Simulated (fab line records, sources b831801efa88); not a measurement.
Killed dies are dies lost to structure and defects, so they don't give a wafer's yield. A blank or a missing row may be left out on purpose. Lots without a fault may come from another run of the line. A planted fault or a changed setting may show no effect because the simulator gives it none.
A struck lot beside a sound one | flow sky130 | 36 steps out of a route of 708
Sound: wafers L986.2, L986.3, L986.4. Struck: wafers L101.1, L101.5, L101.6. The cause comes at the end.
At each step with rows: each side's tool, then ch and its chambers, then its first start. Under that, the readings that differ: sound wafers | struck wafers | difference of the means | sigmas: that difference in standard deviations of wafers without a fault.
alike: readings whose means differ by less than 2 such deviations, and words and numbers that are the same on both sides. not compared: withheld readings, readings that some wafer has no value for, bounds like >300 that may hide the same value, and numbers for which the record gives no deviation and whose values overlap.
The two part at a step that has a row with sigmas, a row that says differs or no value, or rows on one side only. Numbers that don't overlap but have no deviation are shown without sigmas and don't part them. A reading that every wafer of one side lacks parts them only if that side has two wafers or more.

first, 10 steps without rows for these wafers: SKY_GATE_OXIDE_COAT_05 (resist thk 1140 nm); SKY_GATE_OXIDE_SOFTBAKE_06 (time 60 s); SKY_GATE_OXIDE_EXPOSE_07 (exposes mask LVOM, target cd 600 nm); SKY_GATE_OXIDE_PEB_08; SKY_GATE_OXIDE_DEVELOP_09 (develop time 60 s); SKY_GATE_OXIDE_IMPLANT_11; SKY_GATE_OXIDE_WET_ETCH_12 (etches SiO2 in dHF, target depth 16.8 nm, time 336 s); SKY_GATE_OXIDE_STRIP_13 (strips in O2/N2); SKY_GATE_OXIDE_CLEAN_15 (cleans in SC1/SC2, time 150 s); SKY_GATE_OXIDE_OXIDATION_16 (stabilise 600 s, purge 300 s, target thk 3.57 nm).
SKY_POLY_GATE_CVD_00: deposits poly-Si, target thk 180 nm, time 720 s.
  sound on lpcvd-01 ch 1, day 14 03:18; struck on lpcvd-01 ch 1, day 19 21:16
  reading                                       | sound                | struck               | difference | sigmas
  spike_tc_bottom_C (C)                         | 644.2 644.6 644.3    | 639.0 637.5 636.6    | -6.7       | -6
  spike_tc_centre_C (C)                         | 620.5 621.8 620.9    | 616.5 616.1 617.1    | -4.5       | -4
  spike_tc_lower_C (C)                          | 620.6 617.4 619.8    | 615.5 614.2 614.8    | -4.4       | -3
  spike_tc_upper_C (C)                          | 617.0 619.4 618.1    | 614.3 612.8 612.6    | -4.9       | -4
  susceptor_temp_C (C)                          | 620.05 619.54 620.21 | 615.22 614.79 615.07 | -4.91      | -18
  model.poly-Si_of_POLY_GATE_CVD_00.thk_nm (nm) | 179.4 177.6 179.8    | 158.4 158.9 159.6    | -20.0      |
  alike: zone_power_top_pct
SKY_POLY_GATE_THK_MEAS_01:
  sound on film_metro-02, day 14 04:31; struck on film_metro-04, day 19 22:28
  reading                   | sound             | struck            | difference | sigmas
  POLY_GATE_CVD_00_THK (nm) | 179.4 177.7 179.9 | 158.3 158.9 159.5 | -20.1      | -11
then, 9 steps without rows for these wafers: SKY_RES_PROTECT_DEHYDRATE_00 (time 60 s); SKY_RES_PROTECT_HMDS_01 (prime time 60 s); SKY_RES_PROTECT_COAT_02 (resist thk 1140 nm); SKY_RES_PROTECT_SOFTBAKE_03 (time 60 s); SKY_RES_PROTECT_EXPOSE_04 (exposes mask RPM, target cd 1270 nm); SKY_RES_PROTECT_PEB_05; SKY_RES_PROTECT_DEVELOP_06 (develop time 60 s); SKY_POLY_GATE_IMPLANT_02; SKY_RES_PROTECT_STRIP_07 (strips in O2/N2).
SKY_RES_PROTECT_CLEAN_09: cleans in SC1/SC2, time 150 s.
  sound on wet_bench-01 ch 0, day 15 07:41; struck on wet_bench-03 ch 2, day 21 04:59
  reading                                       | sound             | struck            | difference | sigmas
  temp_c (C)                                    | 70.44 70.36 70.31 | 69.91 69.95 69.81 | -0.48      | -4
  model.poly-Si_of_POLY_GATE_CVD_00.thk_nm (nm) | 178.8 177 179.2   | 157.7 158.3 158.9 | -20.0      |
then, 11 steps without rows for these wafers: SKY_POLY_GATE_CVD_03 (deposits Si3N4 from DCS/NH3, target thk 75 nm, time 1290 s); SKY_POLY_GATE_DEHYDRATE_05 (time 60 s); SKY_POLY_GATE_HMDS_06 (prime time 60 s); SKY_POLY_GATE_COAT_07 (resist thk 110 nm); SKY_POLY_GATE_COAT_08 (resist thk 450 nm); SKY_POLY_GATE_SOFTBAKE_09 (time 90 s); SKY_POLY_GATE_EXPOSE_10 (exposes mask P1M, target cd 150 nm); SKY_POLY_GATE_PEB_11; SKY_POLY_GATE_DEVELOP_12 (develop time 60 s); SKY_POLY_GATE_ETCH_15 (etches BARC in N2/H2, stops on SiO2, time 118.5 s, target depth 110 nm); SKY_POLY_GATE_ETCH_16 (etches Si3N4 in CH3F/O2, stops on poly-Si, time 147.5 s, target depth 75 nm).
SKY_POLY_GATE_ETCH_17: etches poly-Si in HBr/Cl2, stops on SiO2, target depth 180 nm, time 70.5 s.
  sound on rie_si-01 ch 0,2,3, day 16 16:57; struck on rie_si-02 ch 2,3, day 22 13:34
  reading                               | sound             | struck            | difference | sigmas
  oes_product_au (a.u.)                 | 0.987 0.993 0.983 | 0.908 0.905 0.913 | -0.079     | -9
  model.etch.depth_nm (nm)              | 178.3 177 179.2   | 157.7 158.3 158.9 | -19.9      |
  model.POLY_GATE.feature_depth_nm (nm) | 178.3 177 179.2   | 157.7 158.3 158.9 | -19.9      |
  alike: drypump_motor_current_A, throttle_valve_pct
  not compared: rf_hours_counter_h
then, 1 step without rows for these wafers: SKY_POLY_GATE_STRIP_18 (strips in O2/N2).
-- the record jumps here: 27 days lie between the struck wafers' starts before and after (it left off in module POLY_GATE and takes up again in module PAD_OPEN, whose first step shown is number 708 of the route) --
SKY_PAD_OPEN_PROBE_99:
  sound on prober-02, day 46 06:15; struck on prober-01, day 49 19:09
  reading                             | sound             | struck            | difference | sigmas
  model.etest.res_high_po.line_ohm_um | 746.4 769.3 778.4 | 832.9 851.7 807.6 | +66.0      |
  model.etest.res_poly.line_ohm_um    | 502.1 503.6 510.4 | 569.9 567.2 548.2 | +56.4      |
  model.etest.res_high_po.rs_ohm_sq   | 263.2 267.1 272.9 | 294 297.1 288.4   | +25        |
  model.etest.res_poly.rs_ohm_sq      | 47.74 48.88 48.7  | 54.22 54.27 53.45 | +5.54      |
  alike: killed_at_M0_to_M3, killed_at_M4_up, killed_at_contacts, killed_at_front_end, killed_at_other, killed_dies, killed_open, killed_short
  not compared: model.etest.cap_li_to_poly.c_af_um2

WHERE THEY PART
First at SKY_POLY_GATE_CVD_00; last, within this record, at SKY_POLY_GATE_ETCH_17. Later steps at which nothing parts them and some readings are alike: SKY_PAD_OPEN_PROBE_99.

WHY: what the simulator had put in
Process parameter drift: lpcvd-01, from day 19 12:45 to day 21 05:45, at SKY_POLY_GATE_CVD_00. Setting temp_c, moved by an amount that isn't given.
